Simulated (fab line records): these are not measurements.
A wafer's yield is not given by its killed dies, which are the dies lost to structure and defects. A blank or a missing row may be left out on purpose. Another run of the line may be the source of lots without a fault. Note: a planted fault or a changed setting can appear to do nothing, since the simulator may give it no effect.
Matching of chambers    flow gf180mcu    3 sister chambers for GF_V4_CVD_02 on pecvd-04
The step deposits SiO2 from TEOS, target thk 850 nm, time 94.851 s. 3 wafers are shown with their chamber, then 11 later ones without.

== WAFERS PAIRED WITH THEIR CHAMBERS ==
wafer   chamber  heaterPowerW (W)
L085.3  2        666
L085.6  1        623
L086.1  0        651

== WAFERS WHOSE CHAMBER IS MISSING ==
wafer   heaterPowerW (W)
L086.4  600
L086.6  734
L092.1  769
L092.2  627
L092.3  697
L092.4  727
L092.5  651
L092.6  591
L094.1  695
L094.2  696
L094.3  555

== EACH ONE'S CHAMBER ==
wafer   from the rows above           in truth
L086.4  can't be placed: 1 or 0 or 2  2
L086.6  can't be placed: 2 or 0 or 1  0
L092.1  can't be placed: 2 or 0 or 1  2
L092.2  can't be placed: 1 or 0 or 2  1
L092.3  can't be placed: 2 or 0 or 1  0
L092.4  can't be placed: 2 or 0 or 1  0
L092.5  can't be placed: 0 or 2 or 1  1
L092.6  can't be placed: 1 or 0 or 2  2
L094.1  can't be placed: 2 or 0 or 1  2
L094.2  can't be placed: 2 or 0 or 1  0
L094.3  can't be placed: 1 or 0 or 2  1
Placed correctly: 0 of 11. Not placeable from these rows: 11 (in 11, the candidates include the true chamber). Placed wrongly: 0.
How it was worked out, from the rows above alone: a wafer's distance from a chamber is the root of the sum, over the readings, of the square of ((its reading less the chamber's mean) divided by the reading's scatter). If the next closest chamber is less than 2 further off than the closest, the wafer can't be placed; otherwise it belongs to the closest. For every chamber, the mean is computed from those of its wafers that are shown. The scatter: root of mean squared gap, hidden wafer to nearest shown wafer, with one shown wafer a chamber.
